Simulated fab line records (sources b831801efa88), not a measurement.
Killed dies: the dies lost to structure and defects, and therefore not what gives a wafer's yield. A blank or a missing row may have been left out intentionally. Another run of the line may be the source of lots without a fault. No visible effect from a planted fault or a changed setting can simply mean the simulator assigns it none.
Comparing a struck lot with a sound one	flow sky130	15 steps out of a route of 708
Sound: the wafers L649.2, L649.4, L649.5. The struck wafers were L652.3, L652.4, L652.6. The cause is given at the end.
Each step with rows lists, per side, the tool, then ch with its chambers, then its first start. Under that, the readings that differ: sound wafers	struck wafers	difference of the means	sigmas: that difference in standard deviations of wafers without a fault.
alike: words and numbers the same on both sides, and readings whose means are apart by under 2 such deviations; not compared: readings that were withheld, readings missing a value for some wafer, numbers with overlapping values and no deviation given by the record, and bounds like >300 which may hide the same value.
A row with sigmas, a row that says differs or no value, or rows on one side alone: a step with any of these is where the two part. Non-overlapping numbers with no deviation appear without sigmas and do not part them. Lack of a reading on every wafer of one side parts them only where that side has two or more wafers.

first, 6 steps without rows for these wafers: SKY_GATE_OXIDE_HMDS_04 (prime time 60 s); SKY_GATE_OXIDE_COAT_05 (resist thk 1140 nm); SKY_GATE_OXIDE_SOFTBAKE_06 (time 60 s); SKY_GATE_OXIDE_EXPOSE_07 (exposes mask LVOM, target cd 600 nm); SKY_GATE_OXIDE_PEB_08; SKY_GATE_OXIDE_DEVELOP_09 (develop time 60 s).
SKY_GATE_OXIDE_OVL_MEAS_10:
  sound on overlay-01 at day 13 23:22; struck on overlay-01 at day 14 22:28
  alike: GATE_OXIDE_OVL
then, 2 steps without rows for these wafers: SKY_GATE_OXIDE_IMPLANT_11; SKY_GATE_OXIDE_WET_ETCH_12 (etches SiO2 in dHF, target depth 16.8 nm, time 336 s).
SKY_GATE_OXIDE_STRIP_13: strips in O2/N2.
  sound on plasma_asher-02 ch 0, day 13 23:39; struck on plasma_asher-04 ch 0,1, day 14 22:47
  alike: drypump_motor_current_A, oes_product_au, strip_time_to_endpoint_s
  not compared: rf_hours_counter_h
SKY_GATE_OXIDE_TW_MEAS_14:
  sound on film_metro-03 at day 13 23:46; struck on film_metro-02 at day 14 22:52
reading	sound	struck	difference	sigmas
GATE_OXIDE_TW	226.7 226.2 227.1	222.2 222.8 221.7	-4.4	-2
then, 1 step without rows for these wafers: SKY_GATE_OXIDE_CLEAN_15 (cleans in SC1/SC2, time 150 s).
SKY_GATE_OXIDE_OXIDATION_16: stabilise 600 s, purge 300 s, target thk 3.57 nm.
  sound on furnace-02 ch 0, day 14 02:40; struck on furnace-01 ch 0, day 14 23:29
reading	sound	struck	difference	sigmas
spike_tc_bottom_C (C)	818.1 818.4 819.3	829.0 829.4 830.6	+11.1	+8
spike_tc_centre_C (C)	800.3 798.7 801.7	810.1 809.8 812.3	+10.5	+8
spike_tc_lower_C (C)	799.5 803.4 801.2	809.4 809.3 810.5	+8.4	+9
spike_tc_upper_C (C)	798.4 800.4 797.1	808.5 806.6 808.0	+9.1	+9
tube_center_temp_C (C)	800.02 799.92 799.88	809.13 809.26 809.13	+9.23	+99 or more
tube_center_temp_C_max	801.8 801.5 802.0	811.1 811.4 811.1	+9.4	+26
model.SiO2_of_GATE_OXIDE_OXIDATION_01.thk_nm (nm)	11.79 11.73 11.83	12.12 11.96 12.19	+0.31	
  alike: zone_power_bottom_pct
then, 1 step without rows for these wafers: SKY_POLY_GATE_CVD_00 (deposits poly-Si, target thk 180 nm, time 720 s).
SKY_PAD_OPEN_PROBE_99:
  rows exist in the record for the sound wafers here (prober-01, day 46 01:49), none for the struck ones

## WHERE THEY PART
Earliest at SKY_GATE_OXIDE_TW_MEAS_14; latest, in this record, at SKY_PAD_OPEN_PROBE_99.

WHY: what the simulator had put in
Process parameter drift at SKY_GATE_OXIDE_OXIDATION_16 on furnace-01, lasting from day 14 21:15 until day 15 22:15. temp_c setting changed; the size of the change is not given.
